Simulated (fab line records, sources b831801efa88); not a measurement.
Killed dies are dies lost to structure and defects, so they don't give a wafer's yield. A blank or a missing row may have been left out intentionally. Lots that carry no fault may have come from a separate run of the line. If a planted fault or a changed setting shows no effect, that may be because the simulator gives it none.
What tool caused it? :: flow gf180mcu :: 24 lots with 72 wafers sampled at 5 steps, on a route of 602 steps

WHAT EACH GAUGE READ, for each wafer
GF_V3_THK_MEAS_01.
lot: L074
measured: day 21 10:01
on: film metro-02
V3_CVD_00_THK (nm): 593 591 608

lot: L075
measured: day 22 03:42
on: film metro-01
V3_CVD_00_THK (nm): 604 605 601

lot: L076
measured: day 22 04:59
on: film metro-04
V3_CVD_00_THK (nm): 601 604 598

lot: L078
measured: day 22 23:19
on: film metro-04
V3_CVD_00_THK (nm): 590 588 591

lot: L077
measured: day 23 01:00
on: film metro-04
V3_CVD_00_THK (nm): 604 609 600

lot: L079
measured: day 23 08:55
on: film metro-04
V3_CVD_00_THK (nm): 604 617 611

lot: L080
measured: day 23 21:20
on: film metro-04
V3_CVD_00_THK (nm): 594 594 619

lot: L081
measured: day 24 07:59
on: film metro-04
V3_CVD_00_THK (nm): 591 614 597

lot: L083
measured: day 24 15:00
on: film metro-04
V3_CVD_00_THK (nm): 598 606 610

lot: L082
measured: day 24 18:24
on: film metro-02
V3_CVD_00_THK (nm): 596 589 597

lot: L084
measured: day 25 03:48
on: film metro-02
V3_CVD_00_THK (nm): 608 611 594

lot: L085
measured: day 25 10:33
on: film metro-02
V3_CVD_00_THK (nm): 604 582 585

lot: L086
measured: day 25 13:32
on: film metro-02
V3_CVD_00_THK (nm): 611 587 608

lot: L087
measured: day 25 22:22
on: film metro-04
V3_CVD_00_THK (nm): 615 605 589

lot: L088
measured: day 26 03:11
on: film metro-01
V3_CVD_00_THK (nm): 596 579 596

lot: L089
measured: day 26 09:56
on: film metro-02
V3_CVD_00_THK (nm): 599 581 583

lot: L090
measured: day 26 13:52
on: film metro-02
V3_CVD_00_THK (nm): 589 603 598

lot: L091
measured: day 26 20:38
on: film metro-02
V3_CVD_00_THK (nm): 591 588 585

lot: L092
measured: day 27 09:35
on: film metro-01
V3_CVD_00_THK (nm): 601 599 589

lot: L093
measured: day 27 11:11
on: film metro-04
V3_CVD_00_THK (nm): 598 599 599

lot: L094
measured: day 27 21:08
on: film metro-01
V3_CVD_00_THK (nm): 599 597 596

lot: L095
measured: day 28 03:58
on: film metro-04
V3_CVD_00_THK (nm): 595 606 596

lot: L096
measured: day 28 09:57
on: film metro-04
V3_CVD_00_THK (nm): 613 598 597

lot: L097
measured: day 28 21:23
on: film metro-01
V3_CVD_00_THK (nm): 600 611 598

GF_TOP_METAL_OVL_MEAS_15.
lot: L074
measured: day 28 02:56
on: overlay-01
TOP_METAL_OVL (nm): 1.0 1.7 1.6

lot: L075
measured: day 28 17:00
on: overlay-01
TOP_METAL_OVL (nm): 3.1 0.9 1.5

lot: L076
measured: day 28 20:08
on: overlay-02
TOP_METAL_OVL (nm): -0.2 1.0 1.6

lot: L078
measured: day 29 09:29
on: overlay-01
TOP_METAL_OVL (nm): -0.3 0.1 -0.5

lot: L077
measured: day 29 11:50
on: overlay-02
TOP_METAL_OVL (nm): 0.5 -0.9 -1.8

lot: L079
measured: day 29 17:32
on: overlay-01
TOP_METAL_OVL (nm): -2.9 -0.5 -0.1

lot: L080
measured: day 30 04:44
on: overlay-02
TOP_METAL_OVL (nm): 1.7 -0.4 0.2

lot: L081
measured: day 30 14:17
on: overlay-01
TOP_METAL_OVL (nm): -0.5 0.0 0.7

lot: L083
measured: day 30 19:53
on: overlay-01
TOP_METAL_OVL (nm): 0.6 -0.2 1.7

lot: L082
measured: day 30 21:32
on: overlay-02
TOP_METAL_OVL (nm): -0.3 -0.6 0.8

lot: L084
measured: day 31 06:38
on: overlay-01
TOP_METAL_OVL (nm): -0.7 -0.5 -0.5

lot: L085
measured: day 31 11:23
on: overlay-02
TOP_METAL_OVL (nm): 0.1 1.7 1.9

lot: L086
measured: day 31 15:56
on: overlay-02
TOP_METAL_OVL (nm): 2.0 -1.4 1.3

lot: L087
measured: day 31 20:32
on: overlay-01
TOP_METAL_OVL (nm): 1.6 2.6 1.2

lot: L088
measured: day 32 02:41
on: overlay-01
TOP_METAL_OVL (nm): 2.1 0.9 0.8

lot: L089
measured: day 32 07:23
on: overlay-02
TOP_METAL_OVL (nm): 1.4 1.4 1.0

lot: L090
measured: day 32 11:35
on: overlay-01
TOP_METAL_OVL (nm): -1.7 -1.6 0.7

lot: L091
measured: day 32 16:20
on: overlay-01
TOP_METAL_OVL (nm): 1.3 2.9 2.5

lot: L092
measured: day 33 03:15
on: overlay-01
TOP_METAL_OVL (nm): -0.6 -2.1 0.5

lot: L093
measured: day 33 04:14
on: overlay-02
TOP_METAL_OVL (nm): 0.3 0.1 -0.9

lot: L094
measured: day 33 12:11
on: overlay-01
TOP_METAL_OVL (nm): 0.1 -1.7 -2.7

lot: L095
measured: day 33 16:55
on: overlay-01
TOP_METAL_OVL (nm): -0.2 -1.0 0.0

lot: L096
measured: day 33 21:48
on: overlay-02
TOP_METAL_OVL (nm): 2.4 0.2 1.7

lot: L097
measured: day 34 05:53
on: overlay-02
TOP_METAL_OVL (nm): -2.6 -3.3 -1.6

WHAT TOOL EACH LOT RAN ON (gives the tool, then ch and the chambers of the sampled wafers, and finally the start)
lot: L074
GF_V1_ETCH_16: rie diel-02 ch 1,2, day 18 05:05
GF_V4_ETCH_17: rie diel-03 ch 0,2,3, day 27 06:13 or earlier
GF_TOP_METAL_SPUTTER_00: pvd sputter-02, day 27 06:13

lot: L075
GF_V1_ETCH_16: rie diel-01 ch 0,2,3, day 18 22:32
GF_V4_ETCH_17: rie diel-04 ch 1,3, day 27 21:18 or earlier
GF_TOP_METAL_SPUTTER_00: pvd sputter-03, day 27 21:18

lot: L076
GF_V1_ETCH_16: rie diel-02 ch 0,1, day 18 23:17
GF_V4_ETCH_17: rie diel-01 ch 0,1, day 28 00:23 or earlier
GF_TOP_METAL_SPUTTER_00: pvd sputter-01, day 28 00:23

lot: L078
GF_V1_ETCH_16: rie diel-01 ch 1,2, day 19 18:37
GF_V4_ETCH_17: rie diel-01 ch 2,3, day 28 13:56 or earlier
GF_TOP_METAL_SPUTTER_00: pvd sputter-01, day 28 13:56

lot: L077
GF_V1_ETCH_16: rie diel-01 ch 0,2,3, day 19 21:20
GF_V4_ETCH_17: rie diel-01 ch 1,2,3, day 28 16:33 or earlier
GF_TOP_METAL_SPUTTER_00: pvd sputter-03, day 28 16:33

lot: L079
GF_V1_ETCH_16: rie diel-03 ch 1,2, day 20 05:40
GF_V4_ETCH_17: rie diel-03 ch 2,3, day 28 22:47 or earlier
GF_TOP_METAL_SPUTTER_00: pvd sputter-03, day 28 22:47

lot: L080
GF_V1_ETCH_16: rie diel-03 ch 1,3, day 20 19:05
GF_V4_ETCH_17: rie diel-03 ch 0,1,3, day 29 09:33 or earlier
GF_TOP_METAL_SPUTTER_00: pvd sputter-01, day 29 09:33

lot: L081
GF_V1_ETCH_16: rie diel-02 ch 1,2,3, day 21 05:16
GF_V4_ETCH_17: rie diel-01 ch 1,2,3, day 29 19:18 or earlier
GF_TOP_METAL_SPUTTER_00: pvd sputter-01, day 29 19:18

lot: L083
GF_V1_ETCH_16: rie diel-01 ch 0,1, day 21 14:17
GF_V4_ETCH_17: rie diel-04 ch 1,2, day 30 01:33 or earlier
GF_TOP_METAL_SPUTTER_00: pvd sputter-03, day 30 01:33

lot: L082
GF_V1_ETCH_16: rie diel-03 ch 1,3, day 21 17:56
GF_V4_ETCH_17: rie diel-04 ch 1,3, day 30 03:05 or earlier
GF_TOP_METAL_SPUTTER_00: pvd sputter-03, day 30 03:05

lot: L084
GF_V1_ETCH_16: rie diel-02 ch 1,2, day 22 03:17
GF_V4_ETCH_17: rie diel-03 ch 1,2,3, day 30 12:01 or earlier
GF_TOP_METAL_SPUTTER_00: pvd sputter-03, day 30 12:01

lot: L085
GF_V1_ETCH_16: rie diel-01 ch 0,3, day 22 10:23
GF_V4_ETCH_17: rie diel-01 ch 2,3, day 30 17:17 or earlier
GF_TOP_METAL_SPUTTER_00: pvd sputter-01, day 30 17:17

lot: L086
GF_V1_ETCH_16: rie diel-03 ch 0,2,3, day 22 12:04
GF_V4_ETCH_17: rie diel-03 ch 0,1,2, day 30 21:22 or earlier
GF_TOP_METAL_SPUTTER_00: pvd sputter-02, day 30 21:22

lot: L087
GF_V1_ETCH_16: rie diel-01 ch 0,2,3, day 22 22:31
GF_V4_ETCH_17: rie diel-03 ch 0,2,3, day 31 02:46 or earlier
GF_TOP_METAL_SPUTTER_00: pvd sputter-02, day 31 02:46

lot: L088
GF_V1_ETCH_16: rie diel-02 ch 1,2, day 23 04:02
GF_V4_ETCH_17: rie diel-01 ch 0,2, day 31 09:35 or earlier
GF_TOP_METAL_SPUTTER_00: pvd sputter-01, day 31 09:35

lot: L089
GF_V1_ETCH_16: rie diel-01 ch 1,2,3, day 23 11:28
GF_V4_ETCH_17: rie diel-04 ch 2,3, day 31 13:40 or earlier
GF_TOP_METAL_SPUTTER_00: pvd sputter-01, day 31 13:40

lot: L090
GF_V1_ETCH_16: rie diel-01 ch 1,3, day 23 15:43
GF_V4_ETCH_17: rie diel-04 ch 0,2, day 31 18:07 or earlier
GF_TOP_METAL_SPUTTER_00: pvd sputter-01, day 31 18:07

lot: L091
GF_V1_ETCH_16: rie diel-03 ch 0,1,3, day 23 23:16
GF_V4_ETCH_17: rie diel-03 ch 1,2,3, day 31 23:55 or earlier
GF_TOP_METAL_SPUTTER_00: pvd sputter-02, day 31 23:55

lot: L092
GF_V1_ETCH_16: rie diel-03 ch 1,2, day 24 11:38
GF_V4_ETCH_17: rie diel-01 ch 0,1, day 32 10:57 or earlier
GF_TOP_METAL_SPUTTER_00: pvd sputter-02, day 32 10:57

lot: L093
GF_V1_ETCH_16: rie diel-01 ch 0,1,2, day 24 16:13
GF_V4_ETCH_17: rie diel-04 ch 0,1,2, day 32 11:49 or earlier
GF_TOP_METAL_SPUTTER_00: pvd sputter-01, day 32 11:49

lot: L094
GF_V1_ETCH_16: rie diel-01 ch 2,3, day 25 00:40
GF_V4_ETCH_17: rie diel-01 ch 0,1,3, day 32 20:10 or earlier
GF_TOP_METAL_SPUTTER_00: pvd sputter-03, day 32 20:10

lot: L095
GF_V1_ETCH_16: rie diel-02 ch 0,2,3, day 25 07:34
GF_V4_ETCH_17: rie diel-03 ch 0,1,2, day 33 01:08 or earlier
GF_TOP_METAL_SPUTTER_00: pvd sputter-03, day 33 01:08

lot: L096
GF_V1_ETCH_16: rie diel-03 ch 0,2, day 25 15:22
GF_V4_ETCH_17: rie diel-03 ch 1,2,3, day 33 05:51 or earlier
GF_TOP_METAL_SPUTTER_00: pvd sputter-03, day 33 05:51

lot: L097
GF_V1_ETCH_16: rie diel-02 ch 0,1,2, day 26 03:25
GF_V4_ETCH_17: rie diel-04 ch 0,1,2, day 33 15:00 or earlier
GF_TOP_METAL_SPUTTER_00: pvd sputter-01, day 33 15:00
- GF_V1_ETCH_16: etches BARC in N2/H2.
- GF_V4_ETCH_17: etches SiO2 in C4F8/O2/Ar, stops on TiN, target depth 630 nm.
- GF_TOP_METAL_SPUTTER_00: material Ti, target thk 37.5 nm, time 150 s.

AS READ BY THE TOOLS THEMSELVES (means over the sampled wafers that have a number; for cases with no such wafer, the mark the record gives instead)
GF_V1_ETCH_16.
lot: L074
tool: rie diel-02
drypump motor current A (A): 6.1
oes product au (a.u.): 0.852
throttle valve pct (%): 13.228

lot: L075
tool: rie diel-01
drypump motor current A (A): 6.4
oes product au (a.u.): 0.855
throttle valve pct (%): 13.224

lot: L076
tool: rie diel-02
drypump motor current A (A): 5.9
oes product au (a.u.): 0.851
throttle valve pct (%): 13.223

lot: L078
tool: rie diel-01
drypump motor current A (A): 6.4
oes product au (a.u.): 0.854
throttle valve pct (%): 13.233

lot: L077
tool: rie diel-01
drypump motor current A (A): 6.4
oes product au (a.u.): 0.860
throttle valve pct (%): 13.222

lot: L079
tool: rie diel-03
drypump motor current A (A): 5.9
oes product au (a.u.): 0.851
throttle valve pct (%): 13.217

lot: L080
tool: rie diel-03
drypump motor current A (A): 5.7
oes product au (a.u.): 0.851
throttle valve pct (%): 13.235

lot: L081
tool: rie diel-02
drypump motor current A (A): 6.1
oes product au (a.u.): 0.855
throttle valve pct (%): 13.225

lot: L083
tool: rie diel-01
drypump motor current A (A): 6.3
oes product au (a.u.): 0.856
throttle valve pct (%): 13.224

lot: L082
tool: rie diel-03
drypump motor current A (A): 5.7
oes product au (a.u.): 0.855
throttle valve pct (%): 13.227

lot: L084
tool: rie diel-02
drypump motor current A (A): 6.2
oes product au (a.u.): 0.854
throttle valve pct (%): 13.232

lot: L085
tool: rie diel-01
drypump motor current A (A): 6.4
oes product au (a.u.): 0.855
throttle valve pct (%): 13.228

lot: L086
tool: rie diel-03
drypump motor current A (A): 5.8
oes product au (a.u.): 0.854
throttle valve pct (%): 13.227

lot: L087
tool: rie diel-01
drypump motor current A (A): 6.4
oes product au (a.u.): 0.854
throttle valve pct (%): 13.227

lot: L088
tool: rie diel-02
drypump motor current A (A): 6.2
oes product au (a.u.): 0.858
throttle valve pct (%): 13.229

lot: L089
tool: rie diel-01
drypump motor current A (A): 6.5
oes product au (a.u.): 0.855
throttle valve pct (%): 13.229

lot: L090
tool: rie diel-01
drypump motor current A (A): 6.5
oes product au (a.u.): 0.858
throttle valve pct (%): 13.221

lot: L091
tool: rie diel-03
drypump motor current A (A): 5.5
oes product au (a.u.): 0.852
throttle valve pct (%): 13.220

lot: L092
tool: rie diel-03
drypump motor current A (A): 6.2
oes product au (a.u.): 0.857
throttle valve pct (%): 13.229

lot: L093
tool: rie diel-01
drypump motor current A (A): 6.4
oes product au (a.u.): 0.854
throttle valve pct (%): 13.218

lot: L094
tool: rie diel-01
drypump motor current A (A): 6.6
oes product au (a.u.): 0.853
throttle valve pct (%): 13.216

lot: L095
tool: rie diel-02
drypump motor current A (A): 5.8
oes product au (a.u.): 0.859
throttle valve pct (%): 13.226

lot: L096
tool: rie diel-03
drypump motor current A (A): 6.0
oes product au (a.u.): 0.859
throttle valve pct (%): 13.230

lot: L097
tool: rie diel-02
drypump motor current A (A): 6.0
oes product au (a.u.): 0.853
throttle valve pct (%): 13.222

GF_V4_ETCH_17.
lot: L074
tool: rie diel-03
oes product au (a.u.): 0.854

lot: L075
tool: rie diel-04
oes product au (a.u.): 0.857

lot: L076
tool: rie diel-01
oes product au (a.u.): 0.856

lot: L078
tool: rie diel-01
oes product au (a.u.): 0.854

lot: L077
tool: rie diel-01
oes product au (a.u.): 0.859

lot: L079
tool: rie diel-03
oes product au (a.u.): 0.854

lot: L080
tool: rie diel-03
oes product au (a.u.): 0.862

lot: L081
tool: rie diel-01
oes product au (a.u.): 0.853

lot: L083
tool: rie diel-04
oes product au (a.u.): 0.857

lot: L082
tool: rie diel-04
oes product au (a.u.): 0.853

lot: L084
tool: rie diel-03
oes product au (a.u.): 0.856

lot: L085
tool: rie diel-01
oes product au (a.u.): 0.859

lot: L086
tool: rie diel-03
oes product au (a.u.): 0.853

lot: L087
tool: rie diel-03
oes product au (a.u.): 0.855

lot: L088
tool: rie diel-01
oes product au (a.u.): 0.856

lot: L089
tool: rie diel-04
oes product au (a.u.): 0.855

lot: L090
tool: rie diel-04
oes product au (a.u.): 0.854

lot: L091
tool: rie diel-03
oes product au (a.u.): 0.863

lot: L092
tool: rie diel-01
oes product au (a.u.): 0.856

lot: L093
tool: rie diel-04
oes product au (a.u.): 0.853

lot: L094
tool: rie diel-01
oes product au (a.u.): 0.859

lot: L095
tool: rie diel-03
oes product au (a.u.): 0.854

lot: L096
tool: rie diel-03
oes product au (a.u.): 0.850

lot: L097
tool: rie diel-04
oes product au (a.u.): 0.860

GF_TOP_METAL_SPUTTER_00.
lot: L074
tool: pvd sputter-02
throttle valve pct (%): 29.3

lot: L075
tool: pvd sputter-03
throttle valve pct (%): 29.5

lot: L076
tool: pvd sputter-01
throttle valve pct (%): 29.2

lot: L078
tool: pvd sputter-01
throttle valve pct (%): 29.9

lot: L077
tool: pvd sputter-03
throttle valve pct (%): 30.1

lot: L079
tool: pvd sputter-03
throttle valve pct (%): 29.4

lot: L080
tool: pvd sputter-01
throttle valve pct (%): 29.8

lot: L081
tool: pvd sputter-01
throttle valve pct (%): 30.3

lot: L083
tool: pvd sputter-03
throttle valve pct (%): 29.9

lot: L082
tool: pvd sputter-03
throttle valve pct (%): 29.7

lot: L084
tool: pvd sputter-03
throttle valve pct (%): 29.7

lot: L085
tool: pvd sputter-01
throttle valve pct (%): 29.8

lot: L086
tool: pvd sputter-02
throttle valve pct (%): 29.2

lot: L087
tool: pvd sputter-02
throttle valve pct (%): 29.4

lot: L088
tool: pvd sputter-01
throttle valve pct (%): 31.2

lot: L089
tool: pvd sputter-01
throttle valve pct (%): 30.4

lot: L090
tool: pvd sputter-01
throttle valve pct (%): 29.9

lot: L091
tool: pvd sputter-02
throttle valve pct (%): 29.4

lot: L092
tool: pvd sputter-02
throttle valve pct (%): 29.2

lot: L093
tool: pvd sputter-01
throttle valve pct (%): 30.9

lot: L094
tool: pvd sputter-03
throttle valve pct (%): 28.8

lot: L095
tool: pvd sputter-03
throttle valve pct (%): 29.5

lot: L096
tool: pvd sputter-03
throttle valve pct (%): 29.6

lot: L097
tool: pvd sputter-01
throttle valve pct (%): 29.1

THE ANSWER, worked out from the rows above alone
Rule: what is usual is taken from the lots themselves. Put in order of their means at a reading, lots are off if they are a third of the lots or fewer, leave a main group of 4 or more, and stand apart from it by a gap of 3 or more times the standard deviation of the main group's means; of several such gaps the widest counts. A main group whose means are all the same, to the digits that the tables above print for the reading, isn't used. Also off: a lot with no number at a reading for which 4 or more lots have one. Any other lot the step has rows for is counted as sound. The gauges are gone through in route order, then the tools' own readings, and for those a lot's mean is taken as printed above. At the first step where some lot is off, the reading lying furthest off is the one used; lots without a number count as furthest.
None of the lots is off at any reading shown; this tells nothing.

WHAT WAS PUT IN BY THE SIMULATOR
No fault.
